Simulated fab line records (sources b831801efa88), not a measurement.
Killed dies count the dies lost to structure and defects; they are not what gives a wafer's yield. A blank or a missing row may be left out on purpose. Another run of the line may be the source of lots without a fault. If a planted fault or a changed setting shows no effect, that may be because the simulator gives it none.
Which of the tools did it? | flow gf180mcu | Sampling: 7 lots, 21 wafers, 2 of 602 route steps

WHAT EACH GAUGE READ, for each wafer
GF_MIM_THK_MEAS_11: measures by xrf.
lot  | measured     | on            | MIM_ALCU_THK (nm)
L380 | day 24 12:29 | film-metro-02 | 208.3 207.7 207.6
L382 | day 25 07:59 | film-metro-02 | 206.3 204.6 206.2
L384 | day 26 04:38 | film-metro-03 | 211.9 207.6 213.3
L390 | day 28 05:41 | film-metro-04 | 203.3 203.6 203.5
L396 | day 30 03:55 | film-metro-04 | 202.7 206.5 203.0
L395 | day 30 06:10 | film-metro-03 | 205.9 208.4 206.1
L402 | day 31 07:25 | film-metro-04 | 204.3 203.3 205.6

TOOL THAT RAN EACH LOT (tool first, then ch and the chambers of the sampled wafers, then the start)
lot  | GF_V4_SPUTTER_22
L380 | pvd-sputter-01, day 24 11:18
L382 | pvd-sputter-04, day 25 06:49
L384 | pvd-sputter-01, day 26 03:27
L390 | pvd-sputter-01, day 28 04:30
L396 | pvd-sputter-02, day 30 02:45
L395 | pvd-sputter-04, day 30 05:00
L402 | pvd-sputter-02, day 31 06:16
- GF_V4_SPUTTER_22: material TiN, target thk 10 nm, time 40 s.

THE ANSWER, worked out from the rows above alone
Rule: the lots themselves supply what counts as usual. Put in order of their means at a reading, lots are off if they are a third of the lots or fewer, leave a main group of 4 or more, and stand apart from it by a gap of 3 or more times the standard deviation of the main group's means; of several such gaps the widest counts. A main group whose means are all the same, to the digits that the tables above print for the reading, isn't used. A lot without any number at a reading at which 4 lots or more have one is off too. The other lots that the step has rows for count as sound.
None of the lots is off at any reading shown; this tells nothing.

WHAT WAS PUT IN BY THE SIMULATOR
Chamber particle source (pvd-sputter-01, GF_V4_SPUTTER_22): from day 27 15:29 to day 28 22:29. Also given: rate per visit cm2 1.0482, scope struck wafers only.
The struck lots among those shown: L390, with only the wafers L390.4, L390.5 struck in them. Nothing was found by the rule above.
